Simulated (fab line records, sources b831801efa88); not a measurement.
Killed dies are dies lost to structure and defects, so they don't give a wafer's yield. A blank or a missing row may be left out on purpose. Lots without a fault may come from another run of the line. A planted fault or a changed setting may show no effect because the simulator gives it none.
A struck lot beside a sound one | flow gf180mcu | 14 steps out of a route of 602
Sound: wafers L666.1, L666.4, L666.6. Struck: wafers L686.2, L686.3, L686.5. The cause comes at the end.
At each step with rows: each side's tool, then ch and its chambers, then its first start. Under that, the readings that differ: sound wafers | struck wafers | difference of the means | sigmas: that difference in standard deviations of wafers without a fault.
alike: readings whose means differ by less than 2 such deviations, and words and numbers that are the same on both sides. not compared: withheld readings, readings that some wafer has no value for, bounds like >300 that may hide the same value, and numbers for which the record gives no deviation and whose values overlap.
The two part at a step that has a row with sigmas, a row that says differs or no value, or rows on one side only. Numbers that don't overlap but have no deviation are shown without sigmas and don't part them. A reading that every wafer of one side lacks parts them only if that side has two wafers or more.

first, 3 steps without rows for these wafers: GF_MVPSD_EXPOSE_04 (exposes mask MVPSD, target cd 1000 nm); GF_MVPSD_PEB_05; GF_MVPSD_DEVELOP_06 (develop time 60 s).
GF_MVPSD_OVL_MEAS_07:
  sound on overlay-01, day 5 04:54; struck on overlay-01, day 10 04:39
  alike: MVPSD_OVL
then, 2 steps without rows for these wafers: GF_MVPSD_IMPLANT_08; GF_MVPSD_IMPLANT_09.
GF_MVPSD_STRIP_10: strips in O2/N2.
  sound on plasma_asher-02 ch 0,1, day 5 05:14; struck on plasma_asher-02 ch 1, day 10 04:59
  reading            | sound       | struck      | difference | sigmas
  heater_power_w (W) | 397 409 299 | 295 296 304 | -70        | -2
  alike: drypump_motor_current_A, oes_product_au, strip_time_to_endpoint_s
  not compared: rf_hours_counter_h
GF_MVPSD_TW_MEAS_11:
  sound on film_metro-04, day 5 05:20; struck on film_metro-03, day 10 05:05
  reading  | sound       | struck      | difference | sigmas
  MVPSD_TW | 548 546 547 | 556 555 556 | +9         | +2
then, 4 steps without rows for these wafers: GF_VT_IMPLANT_DEHYDRATE_00 (time 60 s); GF_VT_IMPLANT_HMDS_01 (prime time 60 s); GF_VT_IMPLANT_COAT_02 (resist thk 1000 nm); GF_VT_IMPLANT_SOFTBAKE_03 (time 60 s).
GF_VT_IMPLANT_EXPOSE_04: exposes mask LVPWELL LV AREA, target cd 600 nm.
  sound on iline_stepper-02 ch 0, day 5 12:26; struck on iline_stepper-02, day 10 13:19
  no value came back on the struck wafers for exposure_dose_mJ_cm2, focus_offset_nm (nm), reticle_temp_C (C); on the sound wafers exposure_dose_mJ_cm2 reads 139.73 139.91 139.82
  alike: mask
then, 1 step without rows for these wafers: GF_VT_IMPLANT_PEB_05.

WHERE THEY PART
First at GF_MVPSD_STRIP_10; last, within this record, at GF_VT_IMPLANT_EXPOSE_04.

WHY: what the simulator had put in
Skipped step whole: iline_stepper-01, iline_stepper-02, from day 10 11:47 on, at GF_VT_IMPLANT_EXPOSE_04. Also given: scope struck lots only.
